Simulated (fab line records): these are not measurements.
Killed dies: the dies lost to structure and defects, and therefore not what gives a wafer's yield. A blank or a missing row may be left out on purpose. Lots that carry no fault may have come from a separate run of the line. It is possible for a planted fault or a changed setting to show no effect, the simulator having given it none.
Split-lot study -- flow sky130 -- 18 wafers read from 5 lots, route of 708 steps

== ABOUT THE SPLIT ==
At SKY_METAL4_COAT_08 (resist thk 1140 nm), the setting spinRpm was moved away from the recipe's 3000 rpm on 8 of the 18 wafers read, by -5.6% to +4.9%. This setting was run at the recipe's value on the other wafers.

== BETWEEN THE SPLIT AND THE READING: the file shows 1 step in between ==
- SKY_METAL4_ETCH_17: etches SiO2 in C4F8/O2/Ar, stops on TiN, time 3.9 s, target depth 15 nm (also split here: sourceW)

== THE READING ==
KrF-thick_of_METAL4_COAT_08.thkNm (the simulator's own value, which no gauge read), in nm, at SKY_METAL4_METAL_ETCH_18 (etches the open film in Cl2/BCl3, stops on SiO2, target depth 845 nm, time 183.1 s). There is no usual value for it anywhere in the file. Average 531.6 nm, standard deviation 6 nm, over the 10 wafers here run with the recipe.

wafer,"tool, chamber at the split","spinRpm as run, rpm",against the recipe,"KrF-thick_of_METAL4_COAT_08.thkNm, nm",against lot-mates on the recipe
L074.3,"lithoTrack-04, 0",2923,-2.6%,538.7,+18.2
L074.4,"lithoTrack-04, 0",2923,-2.6%,529.7,+9.2
L074.6,"lithoTrack-04, 0",3000,recipe,520.5,-
L077.1,"lithoTrack-04, 0",3000,recipe,531.7,-
L077.2,"lithoTrack-04, 0",3146,+4.9%,502.1,-31.4
L077.4,"lithoTrack-04, 0",3146,+4.9%,500.3,-33.2
L077.5,"lithoTrack-04, 0",3146,+4.9%,502.1,-31.4
L077.6,"lithoTrack-04, 0",3000,recipe,535.2,-
L081.2,"lithoTrack-04, 0",2893,-3.6%,544.3,+15.7
L081.4,"lithoTrack-04, 0",3000,recipe,528.6,-
L084.2,"lithoTrack-04, 0",3000,recipe,542.7,-
L084.3,"lithoTrack-04, 0",3000,recipe,529.6,-
L084.4,"lithoTrack-04, 0",2833,-5.6%,579.5,+42.6
L084.5,"lithoTrack-04, 0",3000,recipe,538.3,-
L084.6,"lithoTrack-04, 0",2833,-5.6%,559.4,+22.5
L085.1,"lithoTrack-02, 0",3000,recipe,528.3,-
L085.3,"lithoTrack-02, 0",3000,recipe,534.8,-
L085.6,"lithoTrack-02, 0",3000,recipe,526.4,-

THE FIT
A straight line over all 18 wafers: KrF-thick_of_METAL4_COAT_08.thkNm changes by -5.84 nm for each +1% of spinRpm; r = -0.92; the points scatter about the line by 7.9 nm.
The same after taking each lot's own level away (the mean of its wafers on the recipe; 18 wafers): -6.05 nm for each +1%; r = -0.97; scatter 5.1 nm.
On that fit, the largest move of spinRpm shifts the reading by 34 nm.
The lots' own levels span 520.50 to 536.87 nm, that is 2.7 times the standard deviation above.
Consequently the slope shifts little with the lot-to-lot level, the two slopes agreeing.
Check: +29.6 nm against its lot-mates is what the line predicts for one of the wafers moved furthest among these (-5.6%) when that wafer is left out of the fit. Against them it came out at +42.6 nm.

== OTHER SPLITS ON THESE WAFERS ==
Before the reading, these wafers also passed through other splits. Each is held against what the fit with the lots' levels taken away leaves over:
other split on the same wafers,wafers away from the commonest value,r with KrF-thick_of_METAL4_COAT_08.thkNm (lot level and that fit taken away)
SKY_METAL3_SPUTTER_01 powerW,5,-0.26
SKY_CAPM_SPUTTER_02 powerW,5,-0.01
SKY_CAPM_METAL_ETCH_13 timeS,9,-0.12
SKY_VIA3_ETCH_14 timeS,5,-0.09
SKY_METAL4_SPUTTER_02 powerW,0,-
SKY_CAP2M_DEVELOP_11 devTempC,6,-0.45
SKY_CAP2M_METAL_ETCH_13 biasW,5,+0.08
SKY_METAL4_ETCH_17 sourceW,6,+0.14

== THE WHOLE CHAIN: every reading that the file lists as answering this split, in the file's order ==
step,what it does,reading,change (the file's fit),r (the file's)
SKY_METAL4_COAT_08,resist thk 1140 nm,"KrF-thick_of_METAL4_COAT_08.thkNm (the simulator's own value, which no gauge read)",-5.67 nm for each +1% of the setting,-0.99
SKY_METAL4_METAL_ETCH_18,"etches the open film in Cl2/BCl3, stops on SiO2, target depth 845 nm, time 183.1 s","KrF-thick_of_METAL4_COAT_08.thkNm (the simulator's own value, which no gauge read)",-5.97 nm for each +1% of the setting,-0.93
SKY_METAL4_STRIP_19,strips in O2/N2,stripTimeToEndpointS,withheld for each +1% of the setting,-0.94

== FILE'S OWN FIT ==
KrF-thick_of_METAL4_COAT_08.thkNm changes by -5.97 nm for each +1% of spinRpm, r = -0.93.
